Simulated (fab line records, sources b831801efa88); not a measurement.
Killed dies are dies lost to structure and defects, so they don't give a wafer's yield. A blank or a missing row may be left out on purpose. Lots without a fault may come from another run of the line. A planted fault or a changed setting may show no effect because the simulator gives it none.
Which tool did it? | flow gf180mcu | 12 lots, 36 wafers sampled, at 5 steps of a route of 602

WHAT THE GAUGES READ, wafer by wafer
GF_M1_CD_MEAS_14: target cd 230 nm. Usual: cd_nm 230.1 nm, standard deviation 1.
lot  | measured     | on        | cd_nm (nm)        | flag
L710 | day 17 17:47 | cd_sem-02 | 231.0 229.5 230.1 |
L708 | day 17 20:17 | cd_sem-01 | 230.2 229.5 231.0 |
L713 | day 18 15:47 | cd_sem-01 | 231.1 230.9 229.9 |
L715 | day 19 04:29 | cd_sem-02 | 229.9 228.7 230.1 |
L716 | day 19 19:29 | cd_sem-01 | 228.6 229.4 228.4 |
L723 | day 22 04:50 | cd_sem-01 | 229.8 229.7 230.5 |
L724 | day 22 11:31 | cd_sem-01 | 229.0 229.4 230.1 |
L725 | day 23 00:14 | cd_sem-01 | 231.5 229.6 231.4 |
L726 | day 23 04:47 | cd_sem-02 | 232.0 231.8 232.4 |
L727 | day 23 16:38 | cd_sem-01 | 229.0 228.3 228.9 |
L728 | day 23 23:19 | cd_sem-01 | 231.0 230.6 230.2 |
L730 | day 24 14:56 | cd_sem-01 | 231.9 230.1 231.2 |

GF_V1_THK_MEAS_01. Usual: V1_CVD_00_THK 600 nm, standard deviation 8.8.
lot  | measured     | on            | V1_CVD_00_THK (nm) | flag
L710 | day 17 18:43 | film_metro-04 | 599 595 597        |
L708 | day 17 21:10 | film_metro-04 | 600 614 601        |
L713 | day 18 16:40 | film_metro-02 | 307 303 304        | OFF
L715 | day 19 05:22 | film_metro-04 | 600 604 597        |
L716 | day 19 20:32 | film_metro-02 | 296 295 301        | OFF
L723 | day 22 05:44 | film_metro-04 | 618 611 600        |
L724 | day 22 12:37 | film_metro-01 | 603 608 610        |
L725 | day 23 01:28 | film_metro-02 | 589 607 595        |
L726 | day 23 05:40 | film_metro-02 | 614 606 618        |
L727 | day 23 17:40 | film_metro-04 | 584 603 579        |
L728 | day 24 00:12 | film_metro-04 | 591 601 589        |
L730 | day 24 15:48 | film_metro-04 | 605 598 600        |

WHICH TOOL RAN EACH LOT (tool, then ch and the chambers of the sampled wafers, then the start)
lot  | GF_CONTACT_ETCH_16                 | GF_CONTACT_CMP_27             | GF_V1_CVD_00
L710 | rie_diel-04 ch 1,3, day 16 15:50   | cmp-02 ch 2,3, day 16 16:49   | hdpcvd-01 ch 1,2, day 17 18:38
L708 | rie_diel-04 ch 1,2,3, day 16 18:08 | cmp-01 ch 0,1,2, day 16 19:14 | hdpcvd-02 ch 1,2, day 17 21:06
L713 | rie_diel-01 ch 1,3, day 17 13:17   | cmp-01 ch 0,1,3, day 17 14:14 | hdpcvd-02 ch 1,2, day 18 16:35
L715 | rie_diel-01 ch 0,2, day 18 02:08   | cmp-01 ch 1,2, day 18 03:04   | hdpcvd-01 ch 1,2, day 19 05:18
L716 | rie_diel-04 ch 2,3, day 18 16:11   | cmp-02 ch 0,1,3, day 18 17:12 | hdpcvd-02 ch 0,1, day 19 20:26
L723 | rie_diel-04 ch 0,1, day 21 05:11   | cmp-02 ch 0,2, day 21 06:11   | hdpcvd-01 ch 0,1,2, day 22 05:39
L724 | rie_diel-04 ch 0,1, day 21 11:41   | cmp-01 ch 0,1,2, day 21 12:43 | hdpcvd-02 ch 1,2, day 22 12:31
L725 | rie_diel-03 ch 0,1,3, day 22 00:28 | cmp-02 ch 0,1,3, day 22 01:18 | hdpcvd-02 ch 0,2, day 23 01:24
L726 | rie_diel-04 ch 0,1, day 22 04:53   | cmp-01 ch 1,2, day 22 05:47   | hdpcvd-02 ch 1,2, day 23 05:36
L727 | rie_diel-03 ch 0,2, day 22 17:26   | cmp-02 ch 0,1,3, day 22 18:23 | hdpcvd-02 ch 0,1, day 23 17:36
L728 | rie_diel-03 ch 0,2,3, day 22 23:53 | cmp-01 ch 0,1,2, day 23 00:44 | hdpcvd-02 ch 1,2, day 24 00:07
L730 | rie_diel-03 ch 0,1, day 23 15:11   | cmp-01 ch 0,1,2, day 23 16:05 | hdpcvd-02 ch 1,2, day 24 15:42
- GF_CONTACT_ETCH_16: etches BARC in N2/H2.
- GF_CONTACT_CMP_27: polishes, stops on SiO2, t overpolish 15 s, target thk 0 nm.
- GF_V1_CVD_00: deposits SiO2, target thk 600 nm, time 100 s.

WHAT THE TOOLS THEMSELVES READ (means of the sampled wafers that have a number; where no wafer has one, the mark that the record gives instead)
GF_CONTACT_ETCH_16. Usual: drypump_motor_current_A 5.8 A, standard deviation 0.41; h2_flow_sccm 199.9 sccm, standard deviation 0.59; oes_product_au 0.857 a.u., standard deviation 0.0047; throttle_valve_pct 13.225 %, standard deviation 0.009.
lot  | tool        | drypump_motor_current_A (A) | h2_flow_sccm (sccm) | oes_product_au (a.u.) | throttle_valve_pct (%) | flag
L710 | rie_diel-04 | 5.9                         | 199.0               | 0.859                 | 13.223                 |
L708 | rie_diel-04 | 6.0                         | 200.0               | 0.857                 | 13.229                 |
L713 | rie_diel-01 | 5.7                         | 200.6               | 0.853                 | 13.223                 |
L715 | rie_diel-01 | 6.1                         | 200.4               | 0.860                 | 13.235                 |
L716 | rie_diel-04 | 6.1                         | 199.8               | 0.856                 | 13.229                 |
L723 | rie_diel-04 | 5.3                         | 199.7               | 0.853                 | 13.226                 |
L724 | rie_diel-04 | 5.4                         | 200.2               | 0.858                 | 13.222                 |
L725 | rie_diel-03 | 5.6                         | 199.7               | 0.852                 | 13.219                 |
L726 | rie_diel-04 | 5.3                         | 200.6               | 0.858                 | 13.221                 |
L727 | rie_diel-03 | 6.0                         | 200.4               | 0.857                 | 13.233                 |
L728 | rie_diel-03 | 5.8                         | 199.6               | 0.858                 | 13.224                 |
L730 | rie_diel-03 | 5.6                         | 200.3               | 0.857                 | 13.222                 |

GF_CONTACT_CMP_27. Usual: motor_current_A 11.4 A, standard deviation 1; overpolish_run_s 15.001 s, standard deviation 0.0088; time_to_endpoint_s 72 s, standard deviation 3.9.
lot  | tool   | motor_current_A (A) | overpolish_run_s (s) | time_to_endpoint_s (s) | flag
L710 | cmp-02 | 11.5                | 15.005               | 73                     |
L708 | cmp-01 | 11.3                | 15.003               | 70                     |
L713 | cmp-01 | 11.3                | 14.994               | 72                     |
L715 | cmp-01 | 10.6                | 15.007               | 67                     |
L716 | cmp-02 | 11.8                | 15.002               | 71                     |
L723 | cmp-02 | 10.8                | 14.998               | 75                     |
L724 | cmp-01 | 11.1                | 15.011               | 70                     |
L725 | cmp-02 | 12.4                | 14.999               | 70                     |
L726 | cmp-01 | 11.5                | 15.008               | 71                     |
L727 | cmp-02 | 12.5                | 14.999               | 71                     |
L728 | cmp-01 | 11.1                | 15.000               | 68                     |
L730 | cmp-01 | 11.1                | 15.009               | 76                     |

GF_V1_CVD_00. Usual: sih4_flow_sccm 60.00 sccm, standard deviation 0.17.
lot  | tool      | sih4_flow_sccm (sccm) | flag
L710 | hdpcvd-01 | 59.86                 |
L708 | hdpcvd-02 | 60.10                 |
L713 | hdpcvd-02 | 29.93                 | OFF
L715 | hdpcvd-01 | 60.01                 |
L716 | hdpcvd-02 | 30.15                 | OFF
L723 | hdpcvd-01 | 59.99                 |
L724 | hdpcvd-02 | 60.06                 |
L725 | hdpcvd-02 | 60.00                 |
L726 | hdpcvd-02 | 59.78                 |
L727 | hdpcvd-02 | 60.04                 |
L728 | hdpcvd-02 | 59.97                 |
L730 | hdpcvd-02 | 60.03                 |

THE ANSWER, worked out from the rows above alone
Rule: a lot is off if the mean of its wafers that have a number lies more than 3 standard deviations from the usual mean. A lot without any number at a reading at which 4 lots or more have one is off too. The other lots that the step has rows for count as sound. The gauges are gone through in route order, then the tools' own readings, and for those a lot's mean is taken as printed above. The first step at which some lot is off is used, and at that step the reading that is off furthest; a lot without a number counts as furthest.
Off: L713, L716, at GF_V1_THK_MEAS_01 (V1_CVD_00_THK).
A tool fits if, at a process step before that reading, it ran every lot that is off, and no sound lot after the first of them. The gauges at GF_V1_THK_MEAS_01 aren't tried: what is off there is off at GF_V1_CVD_00 too, on other tools, and a gauge's error can't cause that. None of those tried fits.

WHAT THE SIMULATOR HAD PUT IN
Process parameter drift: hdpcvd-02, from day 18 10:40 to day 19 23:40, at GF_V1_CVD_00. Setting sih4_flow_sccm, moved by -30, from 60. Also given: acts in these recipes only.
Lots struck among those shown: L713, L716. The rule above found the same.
